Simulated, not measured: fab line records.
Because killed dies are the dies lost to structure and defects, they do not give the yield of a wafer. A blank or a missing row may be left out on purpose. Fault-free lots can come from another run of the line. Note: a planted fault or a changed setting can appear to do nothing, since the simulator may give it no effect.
Problem report in the 8D (eight disciplines) form, filled by code	flow sfq_line	the parts of the form that need people (team, actions taken, sign-off) are left out

1. WHAT IS WRONG
Across 3 wafers from 3 lots, L0_MONX_KI_RS at SFQ_L0_RS_MEAS_901 averages 36.0 ohm/sq, while fault-free wafers read 43.4 ohm/sq with a standard deviation of 0.37. Measured from the usual mean, that is -20 standard deviations.
The step: measures by four-point-probe.
The first sign was on wafer L229.1 at day 3 09:34, on film_metro-01. The record has a number at this step for 44 wafers belonging to 15 lots. Rule for "out", or "out of limits": more than 4 standard deviations from the usual mean. All remaining wafers that have a number are taken as sound.

2. WHAT THIS IS AND IS NOT
question	is	is not
which readings at this step	L0_MONX_KI_RS	-
which lots	L229, L231, L233	L220, L221, L222, L223, L224, L225, L226, L227, L228, L239, L240, L243
which wafers of those lots	L229.1, L231.1, L233.1	L229.5, L231.4, L231.5, L233.3, L233.4
read on which gauges	film_metro-01, film_metro-04	film_metro-02
when	from day 3 09:34	up to then (28 sound wafers); but 13 sound wafers of L231, L233, L239, L240, L243 came after

3. THE SUSPECTS, EACH WITH WHAT RULES IT OUT
Counting: a tool at a process step up to the reading stays a suspect if it ran every lot that is out. Sound lots after the first of them don't rule it out here, since some wafers of a struck lot are sound.
- the gauge at SFQ_L0_RS_MEAS_901 is ruled out. Those wafers that are out were read across 2 gauges (film_metro-01, film_metro-04).
- pvd_sputter-03 at SFQ_TRILAYER_L0_DEP_SPUTTER_003 (material MoNx KI, target thk 40 nm, time 100 s): kept. Every lot that is out went through it, the first being L229 (day 3 09:29); the last sound lot it ran before that was L227 (day 2 23:29).
The count leaves pvd_sputter-03 at SFQ_TRILAYER_L0_DEP_SPUTTER_003.

4. THE CAUSE (what the simulator had put in)
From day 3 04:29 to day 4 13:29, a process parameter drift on pvd_sputter-03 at SFQ_TRILAYER_L0_DEP_SPUTTER_003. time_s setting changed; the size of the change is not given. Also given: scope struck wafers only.
After counting, this tool was the only one left.

5. SEQUENCE OF EFFECTS, ordered by route
Each row: a reading whose mean over the struck wafers that have a number lies more than 3 standard deviations from the usual. Readings are gone through only where the record gives a usual standard deviation; hours: the median, over the lots, of the time from a lot's start at the first step in this table giving one to that lot's start at this step; sigmas: the change measured in usual standard deviations.
hours	step	reading	usual	on struck wafers	change	sigmas
0	SFQ_L0_RS_MEAS_901	L0_MONX_KI_RS	43.4 ohm/sq	36.0	-7.4	-20
0	SFQ_L0_THK_MEAS_902	L0_MONX_KI_THK	40.8 nm	49.2	+8.4	+21
78	SFQ_TRILAYER_L0_ETCH_METAL_ETCH_008	oes_product_au	0.875 a.u.	0.972	+0.097	+16
It contains these process steps:
- SFQ_TRILAYER_L0_ETCH_METAL_ETCH_008: etches MoNx KI in SF6/O2, stops on SiO2, target depth 50 nm, time 25 s.
At these later measuring or inspecting steps, every struck wafer for which the step has a row has a number for every such reading, and none has moved that far: SFQ_M2_OVL_MEAS_916, SFQ_M4_OVL_MEAS_926.

6. WHAT WOULD HAVE CAUGHT IT SOONER
5 hours passed between the start of the fault at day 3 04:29 and the first reading out of limits at a measuring or inspecting step in this record, taken at day 3 09:34.
No tool reading at SFQ_TRILAYER_L0_DEP_SPUTTER_003 that has a usual standard deviation in the record was out on any struck wafer, so an alarm limit of 4 standard deviations on those readings would not have fired.
Among the 3 lots that are out, L231, L233 began SFQ_TRILAYER_L0_DEP_SPUTTER_003 on pvd_sputter-03 after day 3 09:34. A hold on the tool at that time would have spared those 2.
